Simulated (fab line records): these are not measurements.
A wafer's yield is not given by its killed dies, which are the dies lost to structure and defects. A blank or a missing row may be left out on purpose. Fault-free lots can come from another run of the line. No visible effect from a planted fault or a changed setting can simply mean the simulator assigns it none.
Matching of chambers	flow gf180mcu	GF_V4_CVD_02 on pecvd-02: 3 sister chambers
The step deposits SiO2 from TEOS, target thk 850 nm, time 94.851 s. 18 wafers are shown with their chamber, then 9 later ones without.

== WAFERS WITH THEIR CHAMBER ==
wafer	chamber	heater power w (W)
L803.2	1	691
L803.3	1	727
L803.5	1	774
L805.1	1	772
L805.4	1	607
L805.5	1	675
L806.2	0	700
L806.3	0	726
L806.5	0	769
L810.1	1	640
L810.3	2	480
L810.5	1	708
L813.1	0	718
L813.2	2	558
L813.4	1	633
L818.3	2	530
L818.5	1	718
L818.6	2	546

SIGNATURES (means of the wafers above)
reading	chamber 0	chamber 1	chamber 2	scatter within a chamber
heater power w	728.25	694.50	528.50	48.3
Rule: for a wafer and a chamber, the distance is found by dividing, reading by reading, the gap between the wafer's reading and the chamber's mean by the reading's scatter, squaring, summing and taking the root. If the next closest chamber is less than 2 further off than the closest, the wafer can't be placed; otherwise it belongs to the closest. How the scatter is found: for the shown wafers, subtract from each reading the mean of its chamber, square and add these, divide the total by (wafers less chambers), then take the root.

== WAFERS WITH NO CHAMBER GIVEN ==
wafer	heater power w (W)
L822.1	545
L822.4	716
L822.5	453
L823.1	551
L823.3	719
L823.6	445
L826.1	662
L826.3	554
L826.5	570

== CHAMBER TAKEN BY EACH ==
wafer	from the rows above	in truth
L822.1	2	2
L822.4	can't be placed: 0 or 1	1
L822.5	2	2
L823.1	2	2
L823.3	can't be placed: 0 or 1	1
L823.6	2	2
L826.1	can't be placed: 1 or 0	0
L826.3	2	2
L826.5	can't be placed: 2 or 1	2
5 of 9 placed correctly. These rows do not allow placing 4 (true chamber among the candidates in 4). Placed wrongly: 0.
